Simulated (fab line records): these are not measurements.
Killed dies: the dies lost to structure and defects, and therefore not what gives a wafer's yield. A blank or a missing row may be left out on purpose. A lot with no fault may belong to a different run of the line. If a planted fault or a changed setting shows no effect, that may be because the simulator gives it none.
Which tool did it? ; flow gf180mcu ; 39 wafers from 13 lots sampled at 5 of the route's 602 steps

== WHAT THE GAUGES SHOWED, per wafer ==
GF_DUAL_GATE_THK_MEAS_03. Usual: DUAL_GATE_OXIDATION_00_THK typically reads 10.85 nm, with standard deviation 0.19.
lot;measured;on;DUAL_GATE_OXIDATION_00_THK (nm);flag
L268;day 8 00:56;film_metro-03;10.64 10.49 10.72;
L270;day 8 08:26;film_metro-03;10.94 10.78 11.05;
L269;day 8 11:08;film_metro-04;10.61 10.84 10.74;
L271;day 8 14:23;film_metro-03;10.70 10.92 10.74;
L273;day 9 04:26;film_metro-04;11.02 11.18 11.08;
L275;day 9 12:57;film_metro-01;11.00 10.75 10.94;
L279;day 10 17:16;film_metro-04;10.66 10.81 10.58;
L283;day 11 21:45;film_metro-01;11.06 11.27 10.99;
L284;day 12 02:58;film_metro-03;10.73 10.77 10.82;
L285;day 12 15:32;film_metro-04;10.96 11.06 10.94;
L287;day 13 02:19;film_metro-03;10.73 10.66 10.75;
L288;day 13 10:58;film_metro-03;11.10 10.82 11.11;
L291;day 13 21:29;film_metro-03;10.78 10.44 10.70;

GF_NSD_OVL_MEAS_08. Usual: NSD_OVL typically reads 0.1 nm, with standard deviation 1.3.
lot;measured;on;NSD_OVL (nm);flag
L268;day 13 17:25;overlay-01;0.9 -0.1 0.8;
L270;day 14 03:20;overlay-01;-0.2 -0.1 0.5;
L269;day 14 08:05;overlay-01;-1.4 -1.7 -2.7;
L271;day 14 07:47;overlay-02;0.2 0.0 -0.2;
L273;day 15 02:51;overlay-01;0.5 0.4 0.4;
L275;day 15 17:00;overlay-02;-0.9 -1.3 -0.7;
L279;day 16 23:26;overlay-01;1.5 1.7 2.4;
L283;day 18 13:23;overlay-01;-0.9 -0.8 -0.6;
L284;day 19 00:24;overlay-01;1.1 2.3 1.3;
L285;day 19 08:57;overlay-02;-3.0 -3.2 -2.4;
L287;day 20 00:08;overlay-02;2.0 1.1 2.4;
L288;day 20 09:39;overlay-02;2.5 1.4 1.0;
L291;day 21 03:26;overlay-01;0.2 -0.7 0.5;

GF_PSD_RS_MEAS_14: uses a four-point probe to measure. Usual: NSD_RS typically reads 46.12 ohm/sq, with standard deviation 0.08.
lot;measured;on;NSD_RS (ohm/sq);flag
L268;day 14 14:55;film_metro-03;46.02 46.04 46.17;
L270;day 15 00:37;film_metro-03;45.96 46.00 46.04;
L269;day 15 05:22;film_metro-03;46.09 46.11 46.11;
L271;day 15 05:04;film_metro-02;46.06 46.01 46.13;
L273;day 16 01:25;film_metro-02;46.19 46.21 46.24;
L275;day 16 16:03;film_metro-02;46.12 46.08 46.08;
L279;day 17 22:47;film_metro-02;46.03 46.10 45.93;
L283;day 19 14:34;film_metro-04;46.19 46.09 46.19;
L284;day 20 02:02;film_metro-02;46.26 46.20 46.14;
L285;day 20 10:42;film_metro-04;46.20 46.30 46.25;
L287;day 21 01:25;film_metro-02;46.20 46.16 46.30;
L288;day 21 10:23;film_metro-04;46.18 46.10 46.05;
L291;day 22 03:34;film_metro-02;46.17 46.07 46.10;

== WHAT TOOL EACH LOT RAN ON (gives the tool, then ch and the chambers of the sampled wafers, and finally the start) ==
lot;GF_NWELL_COAT_02;GF_NWELL_STRIP_10
L268;litho_track-03 ch 0, day 3 09:29;plasma_asher-03 ch 0,1, day 3 17:05
L270;litho_track-01 ch 0, day 3 18:16;plasma_asher-02 ch 0,1, day 4 01:25
L269;litho_track-01 ch 0, day 3 18:55;plasma_asher-02 ch 0,1, day 4 01:49
L271;litho_track-02 ch 0, day 3 21:17;plasma_asher-03 ch 0,1, day 4 04:22
L273;litho_track-01 ch 0, day 4 03:01;plasma_asher-02 ch 0,1, day 4 10:28
L275;litho_track-02 ch 0, day 4 15:29;plasma_asher-03 ch 0,1, day 4 22:39
L279;litho_track-01 ch 0, day 5 10:22;plasma_asher-01 ch 0,1, day 5 17:42
L283;litho_track-01 ch 0, day 6 11:01;plasma_asher-02 ch 0,1, day 6 18:21
L284;litho_track-03 ch 0, day 6 14:37;plasma_asher-01 ch 0,1, day 6 22:04
L285;litho_track-03 ch 0, day 6 22:47;plasma_asher-01 ch 0,1, day 7 06:51
L287;litho_track-02 ch 0, day 7 08:56;plasma_asher-02 ch 0,1, day 7 17:24
L288;litho_track-02 ch 0, day 7 13:18;plasma_asher-03 ch 0,1, day 7 21:52
L291;litho_track-03 ch 0, day 8 03:26;plasma_asher-01 ch 0,1, day 8 12:40
- GF_NWELL_COAT_02: resist thk 3000 nm.
- GF_NWELL_STRIP_10: strips in O2/N2.

== AS READ BY THE TOOLS THEMSELVES (means over the sampled wafers that have a number; for cases with no such wafer, the mark the record gives instead) ==
GF_NWELL_COAT_02. Usual: chill_plate_temp_C 23.00 C, standard deviation 0.11; exhaust_pa 44.9 Pa, standard deviation 0.86.
lot;tool;chill_plate_temp_C (C);exhaust_pa (Pa);flag
L268;litho_track-03;23.13;45.0;
L270;litho_track-01;22.99;44.8;
L269;litho_track-01;23.06;44.7;
L271;litho_track-02;23.08;45.1;
L273;litho_track-01;23.03;44.1;
L275;litho_track-02;23.01;45.3;
L279;litho_track-01;23.05;45.1;
L283;litho_track-01;23.06;45.5;
L284;litho_track-03;22.97;45.1;
L285;litho_track-03;23.05;44.5;
L287;litho_track-02;23.09;45.9;
L288;litho_track-02;23.04;46.4;
L291;litho_track-03;22.98;44.0;

GF_NWELL_STRIP_10. Usual: drypump_motor_current_A 5.6 A, standard deviation 0.47; heater_power_w 332 W, standard deviation 37; n2_flow_sccm 300.0 sccm, standard deviation 0.93; oes_product_au 0.722 a.u., standard deviation 0.0041; strip_time_to_endpoint_s 36.97 s, standard deviation 0.12.
lot;tool;drypump_motor_current_A (A);heater_power_w (W);n2_flow_sccm (sccm);oes_product_au (a.u.);strip_time_to_endpoint_s (s);flag
L268;plasma_asher-03;6.2;296;300.3;0.719;36.92;
L270;plasma_asher-02;5.6;322;300.1;0.721;36.96;
L269;plasma_asher-02;5.3;314;300.1;0.720;36.95;
L271;plasma_asher-03;6.2;299;301.0;0.719;36.98;
L273;plasma_asher-02;5.6;318;300.2;0.724;37.04;
L275;plasma_asher-03;5.9;295;300.6;0.725;36.93;
L279;plasma_asher-01;5.6;370;300.8;0.713;20.70;OFF
L283;plasma_asher-02;5.3;312;299.2;0.715;20.59;OFF
L284;plasma_asher-01;5.6;371;299.8;0.719;36.79;
L285;plasma_asher-01;5.6;355;300.2;0.721;36.75;
L287;plasma_asher-02;5.6;321;299.5;0.725;37.11;
L288;plasma_asher-03;5.9;296;300.3;0.721;36.99;
L291;plasma_asher-01;5.6;354;300.2;0.723;37.03;

== THE ANSWER, worked out from the rows above alone ==
Rule: lot off if the mean of its wafers having a number is beyond 3 standard deviations from the usual mean. Also off: a lot with no number at a reading for which 4 or more lots have one. Where the step has rows for the other lots, those lots are counted as sound. First the gauges in route order, then the tools' own readings, where a lot's mean is used as printed above. At the first step where some lot is off, the reading lying furthest off is the one used; lots without a number count as furthest.
Off: L279, L283 (GF_NWELL_STRIP_10, strip_time_to_endpoint_s).
If a tool, at that step or one of the process steps before it, ran each lot that is off and ran no sound lot following the first of them, it fits. One fits: GF_NWELL_COAT_02 on litho_track-01. Its last sound lot is L273 (day 4 03:01), its first lot that is off L279 (day 5 10:22): a fault that began between those two fits.

== WHAT WAS PUT IN BY THE SIMULATOR ==
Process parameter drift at GF_NWELL_COAT_02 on litho_track-01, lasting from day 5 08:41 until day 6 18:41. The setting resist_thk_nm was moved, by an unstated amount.
Lots struck among those shown: L279, L283. This agrees with what the rule above found.
